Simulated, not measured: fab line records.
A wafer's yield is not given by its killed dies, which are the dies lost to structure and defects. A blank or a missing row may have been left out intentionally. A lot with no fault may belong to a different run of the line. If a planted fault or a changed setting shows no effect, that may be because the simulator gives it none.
The tool behind it: which one? + flow gf180mcu + 10 lots with 30 wafers sampled at 6 steps, on a route of 602 steps

## WHAT THE GAUGES READ, wafer by wafer
GF_V3_THK_MEAS_03.
| lot  | measured     | on            | V3_CVD_02_THK (nm) |
|------|--------------|---------------|--------------------|
| L139 | day 22 00:35 | film metro-04 | 836 839 859        |
| L136 | day 22 06:09 | film metro-04 | 854 873 863        |
| L142 | day 22 19:35 | film metro-01 | 860 888 877        |
| L145 | day 23 21:19 | film metro-04 | 844 868 861        |
| L148 | day 24 16:35 | film metro-01 | 863 862 855        |
| L149 | day 25 02:48 | film metro-01 | 850 834 852        |
| L151 | day 26 03:00 | film metro-02 | 855 867 865        |
| L155 | day 27 04:14 | film metro-01 | 841 815 835        |
| L158 | day 28 09:01 | film metro-02 | 825 864 848        |
| L159 | day 28 12:23 | film metro-01 | 862 864 848        |

GF_V3_BOW_MEAS_05.
| lot  | measured     | on            | V3_BOW (um) |
|------|--------------|---------------|-------------|
| L139 | day 22 00:56 | film metro-02 | 106 117 108 |
| L136 | day 22 06:31 | film metro-02 | 110 112 125 |
| L142 | day 22 20:12 | film metro-02 | 123 128 123 |
| L145 | day 23 21:41 | film metro-04 | 100 99 99   |
| L148 | day 24 16:59 | film metro-04 | 105 111 110 |
| L149 | day 25 03:14 | film metro-02 | 98 109 106  |
| L151 | day 26 03:22 | film metro-02 | 129 128 114 |
| L155 | day 27 04:35 | film metro-02 | 117 95 99   |
| L158 | day 28 09:24 | film metro-02 | 117 106 108 |
| L159 | day 28 12:46 | film metro-04 | 117 108 103 |

GF_V3_RS_MEAS_24: the measuring method here is four-point-probe.
| lot  | measured     | on            | V3_W_RS (ohm/sq)                    |
|------|--------------|---------------|-------------------------------------|
| L139 | day 23 00:27 | film metro-02 | 0.325 0.327 0.325                   |
| L136 | day 23 06:37 | film metro-01 | 0.325 0.328 0.328                   |
| L142 | day 23 19:10 | film metro-04 | 0.325 0.322 0.326                   |
| L145 | day 24 21:33 | film metro-01 | 0.329 0.328 0.330                   |
| L148 | day 25 16:26 | film metro-02 | 0.325 0.328 0.327                   |
| L149 | day 26 01:43 | film metro-01 | 0.326 0.333 0.933 0.326 0.334 0.933 |
| L151 | day 27 02:36 | film metro-01 | 0.862 0.324 0.877 0.863 0.323 0.878 |
| L155 | day 28 03:42 | film metro-04 | 0.331 0.328 0.331                   |
| L158 | day 29 07:44 | film metro-02 | 0.329 0.324 0.326                   |
| L159 | day 29 11:26 | film metro-01 | 0.321 0.323 0.328                   |

GF_V3_THK_MEAS_25: measures by xrf.
| lot  | measured     | on            | V3_W_THK (nm)           |
|------|--------------|---------------|-------------------------|
| L139 | day 23 00:34 | film metro-02 | 352 350 354             |
| L136 | day 23 06:44 | film metro-01 | 344 339 340             |
| L142 | day 23 19:16 | film metro-04 | 348 353 347             |
| L145 | day 24 21:40 | film metro-01 | 343 344 344             |
| L148 | day 25 16:31 | film metro-02 | 353 349 350             |
| L149 | day 26 06:24 | film metro-01 | 340 334 122 341 335 122 |
| L151 | day 27 08:50 | film metro-01 | 133 347 131 133 344 130 |
| L155 | day 28 03:49 | film metro-04 | 340 341 339             |
| L158 | day 29 07:50 | film metro-02 | 349 356 351             |
| L159 | day 29 11:32 | film metro-01 | 352 352 344             |

## WHAT TOOL EACH LOT RAN ON (gives the tool, then ch and the chambers of the sampled wafers, and finally the start)
| lot  | GF_M3_SPUTTER_03             | GF_V3_CVD_23                  |
|------|------------------------------|-------------------------------|
| L139 | pvd sputter-04, day 21 00:54 | cvd w-01 ch 0,1, day 23 00:20 |
| L136 | pvd sputter-01, day 21 06:53 | cvd w-01 ch 0,1, day 23 06:30 |
| L142 | pvd sputter-03, day 21 19:45 | cvd w-01 ch 0,1, day 23 19:02 |
| L145 | pvd sputter-04, day 22 22:00 | cvd w-02 ch 0,1, day 24 21:26 |
| L148 | pvd sputter-04, day 23 17:09 | cvd w-02 ch 0,1, day 25 16:17 |
| L149 | pvd sputter-04, day 24 03:41 | cvd w-01 ch 0,1, day 26 01:37 |
| L151 | pvd sputter-01, day 25 03:42 | cvd w-01 ch 0,1, day 27 02:28 |
| L155 | pvd sputter-03, day 26 05:00 | cvd w-02 ch 0,1, day 28 03:35 |
| L158 | pvd sputter-03, day 27 09:41 | cvd w-02 ch 0,1, day 29 07:38 |
| L159 | pvd sputter-04, day 27 13:44 | cvd w-01 ch 0,1, day 29 11:19 |
- GF_M3_SPUTTER_03: material Ti, target thk 10 nm, time 6.7 s.
- GF_V3_CVD_23: deposits W, target thk 350 nm, time 104.9 s.

## WHAT THE TOOLS THEMSELVES READ (means of the sampled wafers that have a number; where no wafer has one, the mark that the record gives instead)
GF_M3_SPUTTER_03.
| lot  | tool           | throttle valve pct (%) |
|------|----------------|------------------------|
| L139 | pvd sputter-04 | 31.2                   |
| L136 | pvd sputter-01 | 31.1                   |
| L142 | pvd sputter-03 | 31.5                   |
| L145 | pvd sputter-04 | 30.8                   |
| L148 | pvd sputter-04 | 30.5                   |
| L149 | pvd sputter-04 | 31.0                   |
| L151 | pvd sputter-01 | 31.0                   |
| L155 | pvd sputter-03 | 29.4                   |
| L158 | pvd sputter-03 | 31.7                   |
| L159 | pvd sputter-04 | 30.8                   |

GF_V3_CVD_23.
| lot  | tool     | chamber pressure Torr (Torr) | heater power w (W) |
|------|----------|------------------------------|--------------------|
| L139 | cvd w-01 | 40.07                        | 952                |
| L136 | cvd w-01 | 40.07                        | 950                |
| L142 | cvd w-01 | 39.93                        | 889                |
| L145 | cvd w-02 | 40.01                        | 830                |
| L148 | cvd w-02 | 39.96                        | 875                |
| L149 | cvd w-01 | 39.96                        | 959                |
| L151 | cvd w-01 | 40.07                        | 950                |
| L155 | cvd w-02 | 39.95                        | 838                |
| L158 | cvd w-02 | 40.06                        | 876                |
| L159 | cvd w-01 | 39.96                        | 896                |

## THE ANSWER, worked out from the rows above alone
Rule: the lots themselves supply what counts as usual. Put in order of their means at a reading, lots are off if they are a third of the lots or fewer, leave a main group of 4 or more, and stand apart from it by a gap of 3 or more times the standard deviation of the main group's means; of several such gaps the widest counts. A main group is skipped when, at the precision printed for the reading in the tables above, its means are all equal. Also off: a lot with no number at a reading for which 4 or more lots have one. The other lots that the step has rows for count as sound. The gauges are gone through in route order, then the tools' own readings, and for those a lot's mean is taken as printed above. The first step at which some lot is off is used, and at that step the reading that is off furthest; a lot without a number counts as furthest.
Off: L149, L151, seen at GF_V3_RS_MEAS_24 (V3_W_RS). The main group: mean 0.327 ohm/sq, standard deviation 0.0019.
If a tool, at a process step before that reading, ran all the lots that are off and no sound lot after the first of them, it fits. Gauges at GF_V3_RS_MEAS_24: tried the same way as those tools. Not one of the candidates tried fits.

## WHAT WAS PUT IN BY THE SIMULATOR
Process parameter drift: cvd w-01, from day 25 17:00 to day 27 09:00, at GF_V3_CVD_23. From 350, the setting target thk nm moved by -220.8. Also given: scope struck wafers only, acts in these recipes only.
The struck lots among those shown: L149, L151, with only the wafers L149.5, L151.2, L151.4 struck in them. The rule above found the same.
